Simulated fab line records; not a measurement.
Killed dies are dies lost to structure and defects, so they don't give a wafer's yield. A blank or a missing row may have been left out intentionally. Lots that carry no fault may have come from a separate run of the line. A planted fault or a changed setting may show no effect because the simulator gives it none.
Which tool is to blame?	flow sky130	10 lots, 29 wafers sampled, at 6 steps of a route of 708

## WHAT THE GAUGES READ, wafer by wafer
SKY_VIA3_BOW_MEAS_03. Usual: VIA3_BOW gives 80 um (standard deviation 7.3).
lot	measured	on	VIA3_BOW (um)	flag
L891	day 38 15:01	filmMetro-02	87 75 78	
L892	day 38 18:40	filmMetro-02	72 85 76	
L893	day 39 02:35	filmMetro-01	76 72 87	
L894	day 40 00:08	filmMetro-01	76 78 82	
L896	day 40 05:54	filmMetro-02	73 75 58	
L897	day 40 10:32	filmMetro-01	78 83 86	
L901	day 41 13:38	filmMetro-01	73 86 80	
L902	day 41 21:55	filmMetro-02	84 80 83	
L910	day 44 09:34	filmMetro-02	73 77	
L914	day 45 05:07	filmMetro-02	70 80 80	

SKY_CAP2M_RS_MEAS_03: the measuring method here is four-point-probe. Usual: CAP2M_TIN_RS gives 6.91 ohm/sq (standard deviation 0.075).
lot	measured	on	CAP2M_TIN_RS (ohm/sq)	flag
L891	day 39 17:38	filmMetro-04	6.97 7.01 6.96	
L892	day 39 21:31	filmMetro-02	6.90 6.94 6.89	
L893	day 40 05:01	filmMetro-04	6.91 6.95 6.89	
L894	day 41 03:04	filmMetro-02	6.88 6.90 6.96	
L896	day 41 08:19	filmMetro-02	6.91 6.92 6.87	
L897	day 41 13:25	filmMetro-02	6.84 6.83 6.91	
L901	day 42 14:20	filmMetro-02	6.93 6.95 6.99	
L902	day 42 23:01	filmMetro-02	7.05 6.97 7.03	
L910	day 45 09:24	filmMetro-02	6.95 7.60	OFF
L914	day 46 03:55	filmMetro-02	6.94 6.97 6.86	

SKY_CAP2M_THK_MEAS_04: measures by xrf. Usual: CAP2M_TIN_THK gives 198.8 nm (standard deviation 2.1).
lot	measured	on	CAP2M_TIN_THK (nm)	flag
L891	day 39 17:46	filmMetro-04	197.1 196.2 197.2	
L892	day 39 21:37	filmMetro-02	198.8 197.9 198.8	
L893	day 40 05:08	filmMetro-04	199.1 197.2 197.9	
L894	day 41 03:10	filmMetro-02	198.9 199.1 196.5	
L896	day 41 08:26	filmMetro-02	199.2 198.5 198.5	
L897	day 41 13:31	filmMetro-02	200.1 201.6 198.7	
L901	day 42 14:28	filmMetro-02	198.6 197.6 196.4	
L902	day 42 23:08	filmMetro-02	195.6 197.4 195.3	
L910	day 45 09:31	filmMetro-02	195.6 180.4	OFF
L914	day 46 04:00	filmMetro-02	199.4 198.8 200.3	

## WHICH TOOL RAN EACH LOT (tool, then ch and the chambers of the sampled wafers, then the start)
lot	SKY_METAL3_STRIP_19	SKY_VIA3_CMP_02	SKY_CAP2M_SPUTTER_02
L891	plasmaAsher-01 ch 0,1, day 38 13:53	cmp-01 ch 0,1,2, day 38 14:43	pvdSputter-03, day 39 17:32
L892	plasmaAsher-01 ch 0, day 38 17:26	cmp-02 ch 0,2, day 38 18:20	pvdSputter-03, day 39 21:23
L893	plasmaAsher-02 ch 0,1, day 39 01:25	cmp-02 ch 0,1,2, day 39 02:23	pvdSputter-04, day 40 04:55
L894	plasmaAsher-01 ch 0,1, day 39 23:01	cmp-01 ch 2,3, day 39 23:48	pvdSputter-03, day 41 02:55
L896	plasmaAsher-03 ch 0,1, day 40 04:46	cmp-02 ch 1,2, day 40 05:36	pvdSputter-03, day 41 08:12
L897	plasmaAsher-03 ch 0,1, day 40 09:25	cmp-02 ch 0,2,3, day 40 10:18	pvdSputter-04, day 41 13:16
L901	plasmaAsher-02 ch 0,1, day 41 12:31	cmp-02 ch 1,3, day 41 13:20	pvdSputter-03, day 42 14:14
L902	plasmaAsher-01 ch 0, day 41 20:42	cmp-01 ch 0,3, day 41 21:35	pvdSputter-04, day 42 22:53
L910	plasmaAsher-02 ch 0,1, day 44 08:21	cmp-02 ch 0, day 44 09:19	pvdSputter-04, day 45 09:17
L914	plasmaAsher-01 ch 0,1, day 45 03:56	cmp-01 ch 0,3, day 45 04:45	pvdSputter-01, day 46 03:48
- SKY_METAL3_STRIP_19: strips in O2/N2.
- SKY_VIA3_CMP_02: polishes SiO2.
- SKY_CAP2M_SPUTTER_02: material TiN, target thk 200 nm, time 166.7 s.

## WHAT THE TOOLS THEMSELVES READ (means of the sampled wafers that have a number; where no wafer has one, the mark that the record gives instead)
SKY_METAL3_STRIP_19. Usual: drypumpMotorCurrentA 5.5 A, standard deviation 0.45; o2FlowSccm 3002 sccm, standard deviation 9.5; oesProductAu 0.504 a.u., standard deviation 0.0065; stripTimeToEndpointS 6.58 s, standard deviation 0.11.
lot	tool	drypumpMotorCurrentA (A)	o2FlowSccm (sccm)	oesProductAu (a.u.)	stripTimeToEndpointS (s)	flag
L891	plasmaAsher-01	5.7	3008	0.494	6.34	
L892	plasmaAsher-01	5.5	2998	0.509	6.66	
L893	plasmaAsher-02	5.9	3007	0.503	6.54	
L894	plasmaAsher-01	5.6	3005	0.504	6.65	
L896	plasmaAsher-03	5.1	3002	0.508	6.66	
L897	plasmaAsher-03	5.0	2995	0.499	6.43	
L901	plasmaAsher-02	5.9	3001	0.509	6.74	
L902	plasmaAsher-01	5.5	3001	0.506	6.70	
L910	plasmaAsher-02	5.8	3011	0.499	6.62	
L914	plasmaAsher-01	5.7	3002	0.502	6.63	

SKY_VIA3_CMP_02. Usual: motorCurrentA 10.9 A, standard deviation 0.95; slurryFilterDpKPa 13.51 kPa, standard deviation 0.13.
lot	tool	motorCurrentA (A)	slurryFilterDpKPa (kPa)	flag
L891	cmp-01	10.8	13.56	
L892	cmp-02	10.3	13.55	
L893	cmp-02	10.6	13.55	
L894	cmp-01	11.0	13.51	
L896	cmp-02	11.4	13.38	
L897	cmp-02	10.2	13.54	
L901	cmp-02	11.3	13.61	
L902	cmp-01	10.5	13.64	
L910	cmp-02	10.3	13.50	
L914	cmp-01	10.7	13.51	

SKY_CAP2M_SPUTTER_02. Usual: throttleValvePct at 30.0 %, with a standard deviation of 1.
lot	tool	throttleValvePct (%)	flag
L891	pvdSputter-03	29.5	
L892	pvdSputter-03	29.8	
L893	pvdSputter-04	29.7	
L894	pvdSputter-03	29.8	
L896	pvdSputter-03	29.9	
L897	pvdSputter-04	30.5	
L901	pvdSputter-03	30.1	
L902	pvdSputter-04	30.6	
L910	pvdSputter-04	29.5	
L914	pvdSputter-01	30.5	

## THE ANSWER, worked out from the rows above alone
Rule: take the mean of a lot's wafers that have a number; if it is more than 3 standard deviations from the usual mean, the lot is off. A lot without any number at a reading at which 4 lots or more have one is off too. All remaining lots with rows at the step are treated as sound. Order of review: gauges by route order, followed by the tools' own readings, for which a lot's mean as printed above is used. At the first step where some lot is off, the reading lying furthest off is the one used; lots without a number count as furthest.
Off: at SKY_CAP2M_RS_MEAS_03 (CAP2M_TIN_RS), L910.
A tool fits if, at a process step before that reading, it ran every lot that is off, and no sound lot after the first of them. Those tools and the gauges at SKY_CAP2M_RS_MEAS_03 are tried in the same way. Can't be told from this: 3 tools fit, plasmaAsher-02 at SKY_METAL3_STRIP_19, cmp-02 at SKY_VIA3_CMP_02, pvdSputter-04 at SKY_CAP2M_SPUTTER_02.

## WHAT THE SIMULATOR HAD PUT IN
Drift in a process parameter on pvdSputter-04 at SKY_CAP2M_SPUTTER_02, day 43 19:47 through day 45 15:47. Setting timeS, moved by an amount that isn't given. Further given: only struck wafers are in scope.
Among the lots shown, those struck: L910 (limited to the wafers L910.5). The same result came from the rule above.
